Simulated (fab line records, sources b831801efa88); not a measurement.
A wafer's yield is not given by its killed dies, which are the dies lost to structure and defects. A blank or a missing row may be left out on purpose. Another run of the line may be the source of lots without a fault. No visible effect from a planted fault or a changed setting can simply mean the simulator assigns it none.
Problem report in the 8D (eight disciplines) form, filled by code	flow sky130	the parts of the form that need people (team, actions taken, sign-off) are left out

## 1. PROBLEM STATEMENT
Wafers without a fault read 23.03 C, standard deviation 0.098; developer-temp-C at SKY_VT_ADJUST_NCORE_DEVELOP_06 reads a mean of 22.02 C on 6 wafers belonging to 2 lots. Relative to the usual mean, that is a shift of -10 standard deviations.
The step: develop time 60 s.
First observed at day 11 18:21: wafer L347.1, on litho-track-01. The record has a number at this step for 39 wafers belonging to 13 lots. Rule for "out", or "out of limits": more than 4 standard deviations from the usual mean. The rest of the wafers with a number are treated as sound.

## 2. WHAT IT IS, AND WHAT IT ISN'T
question	is	is not
which readings at this step	developer-temp-C	exhaust-pa
which lots	L347, L348	L337, L338, L349, L350, L351, L352, L353, L354, L355, L358, L359
which wafers of those lots	all that have a number	-
read on which tools	litho-track-01	litho-track-03, litho-track-04
when	from day 11 18:21	up to then (6 sound wafers); but 27 sound wafers of L349, L350, L351, L352, L353, L354, L355, L358, L359 came after

## 3. THE SUSPECTS, EACH WITH WHAT RULES IT OUT
Counting: any tool at a process step up to the reading is kept as a suspect provided that every lot that is out went through it and no sound lot did after the first of them.
- litho-track-01 at SKY_VT_ADJUST_NCORE_DEVELOP_06 (develop time 60 s): kept. All lots that are out passed through it, beginning with L347 at day 11 18:21, and no sound lot followed; its final sound lot before that point was L338 at day 9 02:21. Out on those wafers are its own readings of developer-temp-C.
Left after counting: litho-track-01 at SKY_VT_ADJUST_NCORE_DEVELOP_06.

## 4. THE CAUSE (what the simulator had put in)
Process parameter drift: litho-track-01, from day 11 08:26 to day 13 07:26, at SKY_VT_ADJUST_NCORE_DEVELOP_06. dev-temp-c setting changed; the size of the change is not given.
After counting, this tool was the only one left.

## 5. SEQUENCE OF EFFECTS, ordered by route
One row per reading whose mean, taken over the struck wafers that have a number, lies over 3 standard deviations from the usual. Scope: only readings with a usual standard deviation given in the record; hours: median across lots of the time from each lot's start at the first step in this table that gives one to its start at this step; sigmas: change in usual standard deviations.
hours	step	reading	usual	on struck wafers	change	sigmas
0	SKY_VT_ADJUST_NCORE_DEVELOP_06	developer-temp-C	23.03 C	22.02	-1.01	-10
Here are the process steps it includes:
- SKY_VT_ADJUST_NCORE_DEVELOP_06: develop time 60 s.
At these later measuring or inspecting steps, every struck wafer for which the step has a row has a number for every such reading, and none has moved that far: SKY_VT_ADJUST_PCH_TW_MEAS_10.

## 6. WHAT WOULD HAVE CAUGHT IT SOONER
10 hours passed between the start of the fault at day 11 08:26 and the first reading out of limits in this record, taken at day 11 18:21.
